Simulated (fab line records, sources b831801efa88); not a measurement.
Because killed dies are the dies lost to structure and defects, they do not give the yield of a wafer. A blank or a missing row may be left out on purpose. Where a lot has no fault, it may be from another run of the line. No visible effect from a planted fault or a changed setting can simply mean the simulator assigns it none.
Which tool did it? || flow sky130 || 36 wafers from 12 lots sampled at 2 of the route's 708 steps

## WHAT THE GAUGES SHOWED, per wafer
SKY_VIA3_CD_MEAS_12: the cd target is 200 nm. Usual: 200.0 nm for cd-nm, sd 1.1.
{"lot": "L965", "measured": "day 40 01:32", "on": "cd-sem-02", "cd-nm (nm)": "199.6 199.0 199.2", "flag": ""}
{"lot": "L966", "measured": "day 40 15:40", "on": "cd-sem-02", "cd-nm (nm)": "200.8 201.4 200.6", "flag": ""}
{"lot": "L967", "measured": "day 40 19:38", "on": "cd-sem-02", "cd-nm (nm)": "200.4 200.1 201.0", "flag": ""}
{"lot": "L968", "measured": "day 41 01:12", "on": "cd-sem-01", "cd-nm (nm)": "200.4 200.7 200.3", "flag": ""}
{"lot": "L969", "measured": "day 41 13:56", "on": "cd-sem-02", "cd-nm (nm)": "202.5 201.2 201.4", "flag": ""}
{"lot": "L970", "measured": "day 41 15:08", "on": "cd-sem-02", "cd-nm (nm)": "201.9 201.3 200.3", "flag": ""}
{"lot": "L971", "measured": "day 42 09:58", "on": "cd-sem-02", "cd-nm (nm)": "200.0 200.6 199.7", "flag": ""}
{"lot": "L973", "measured": "day 42 18:41", "on": "cd-sem-01", "cd-nm (nm)": "200.1 200.9 200.0", "flag": ""}
{"lot": "L975", "measured": "day 43 13:22", "on": "cd-sem-01", "cd-nm (nm)": "199.6 199.6 199.8", "flag": ""}
{"lot": "L976", "measured": "day 43 16:38", "on": "cd-sem-02", "cd-nm (nm)": "199.8 199.9 199.7", "flag": ""}
{"lot": "L977", "measured": "day 44 01:35", "on": "cd-sem-02", "cd-nm (nm)": "198.3 198.4 197.5", "flag": ""}
{"lot": "L980", "measured": "day 44 08:19", "on": "cd-sem-02", "cd-nm (nm)": "200.6 199.2 200.6", "flag": ""}

## EACH LOT AND THE TOOL THAT RAN IT (in order: tool; ch and the chambers of the sampled wafers; start)
{"lot": "L965", "SKY_METAL3_STRIP_19": "plasma-asher-03 ch 0,1, day 39 00:13"}
{"lot": "L966", "SKY_METAL3_STRIP_19": "plasma-asher-04 ch 0,1, day 39 13:35"}
{"lot": "L967", "SKY_METAL3_STRIP_19": "plasma-asher-04 ch 0,1, day 39 17:49"}
{"lot": "L968", "SKY_METAL3_STRIP_19": "plasma-asher-03 ch 0,1, day 40 00:05"}
{"lot": "L969", "SKY_METAL3_STRIP_19": "plasma-asher-04 ch 0,1, day 40 12:46"}
{"lot": "L970", "SKY_METAL3_STRIP_19": "plasma-asher-03 ch 0,1, day 40 13:47"}
{"lot": "L971", "SKY_METAL3_STRIP_19": "plasma-asher-03 ch 0,1, day 41 09:23"}
{"lot": "L973", "SKY_METAL3_STRIP_19": "plasma-asher-04 ch 0,1, day 41 17:42"}
{"lot": "L975", "SKY_METAL3_STRIP_19": "plasma-asher-03 ch 0,1, day 42 13:46"}
{"lot": "L976", "SKY_METAL3_STRIP_19": "plasma-asher-03 ch 0,1, day 42 16:51"}
{"lot": "L977", "SKY_METAL3_STRIP_19": "plasma-asher-03 ch 0,1, day 43 01:49"}
{"lot": "L980", "SKY_METAL3_STRIP_19": "plasma-asher-02 ch 0,1, day 43 08:15"}
- SKY_METAL3_STRIP_19: strips in O2/N2.

## AS READ BY THE TOOLS THEMSELVES (means over the sampled wafers that have a number; for cases with no such wafer, the mark the record gives instead)
SKY_METAL3_STRIP_19. Usual: drypump-motor-current-A 5.6 A, standard deviation 0.35; oes-product-au 0.501 a.u., standard deviation 0.0048; strip-time-to-endpoint-s 6.52 s, standard deviation 0.07.
{"lot": "L965", "tool": "plasma-asher-03", "drypump-motor-current-A (A)": 5.4, "oes-product-au (a.u.)": 0.498, "strip-time-to-endpoint-s (s)": 6.47, "flag": ""}
{"lot": "L966", "tool": "plasma-asher-04", "drypump-motor-current-A (A)": 5.7, "oes-product-au (a.u.)": 0.499, "strip-time-to-endpoint-s (s)": 6.51, "flag": ""}
{"lot": "L967", "tool": "plasma-asher-04", "drypump-motor-current-A (A)": 5.7, "oes-product-au (a.u.)": 0.502, "strip-time-to-endpoint-s (s)": 6.55, "flag": ""}
{"lot": "L968", "tool": "plasma-asher-03", "drypump-motor-current-A (A)": 5.4, "oes-product-au (a.u.)": 0.504, "strip-time-to-endpoint-s (s)": 6.57, "flag": ""}
{"lot": "L969", "tool": "plasma-asher-04", "drypump-motor-current-A (A)": 5.7, "oes-product-au (a.u.)": 0.495, "strip-time-to-endpoint-s (s)": 6.43, "flag": ""}
{"lot": "L970", "tool": "plasma-asher-03", "drypump-motor-current-A (A)": 5.3, "oes-product-au (a.u.)": 0.501, "strip-time-to-endpoint-s (s)": 6.48, "flag": ""}
{"lot": "L971", "tool": "plasma-asher-03", "drypump-motor-current-A (A)": 5.4, "oes-product-au (a.u.)": 0.502, "strip-time-to-endpoint-s (s)": 6.50, "flag": ""}
{"lot": "L973", "tool": "plasma-asher-04", "drypump-motor-current-A (A)": 5.5, "oes-product-au (a.u.)": 0.499, "strip-time-to-endpoint-s (s)": 6.48, "flag": ""}
{"lot": "L975", "tool": "plasma-asher-03", "drypump-motor-current-A (A)": 5.3, "oes-product-au (a.u.)": 0.502, "strip-time-to-endpoint-s (s)": 6.48, "flag": ""}
{"lot": "L976", "tool": "plasma-asher-03", "drypump-motor-current-A (A)": 5.4, "oes-product-au (a.u.)": 0.498, "strip-time-to-endpoint-s (s)": 6.53, "flag": ""}
{"lot": "L977", "tool": "plasma-asher-03", "drypump-motor-current-A (A)": 5.3, "oes-product-au (a.u.)": 0.498, "strip-time-to-endpoint-s (s)": 6.48, "flag": ""}
{"lot": "L980", "tool": "plasma-asher-02", "drypump-motor-current-A (A)": 6.1, "oes-product-au (a.u.)": 0.505, "strip-time-to-endpoint-s (s)": 6.58, "flag": ""}

## THE ANSWER, worked out from the rows above alone
Rule: take the mean of a lot's wafers that have a number; if it is more than 3 standard deviations from the usual mean, the lot is off. A lot without any number at a reading at which 4 lots or more have one is off too. Where the step has rows for the other lots, those lots are counted as sound. First the gauges in route order, then the tools' own readings, where a lot's mean is used as printed above. The first step at which some lot is off is used, and at that step the reading that is off furthest; a lot without a number counts as furthest.
None of the lots is off at any reading shown; this tells nothing.

## WHAT THE SIMULATOR HAD INSERTED
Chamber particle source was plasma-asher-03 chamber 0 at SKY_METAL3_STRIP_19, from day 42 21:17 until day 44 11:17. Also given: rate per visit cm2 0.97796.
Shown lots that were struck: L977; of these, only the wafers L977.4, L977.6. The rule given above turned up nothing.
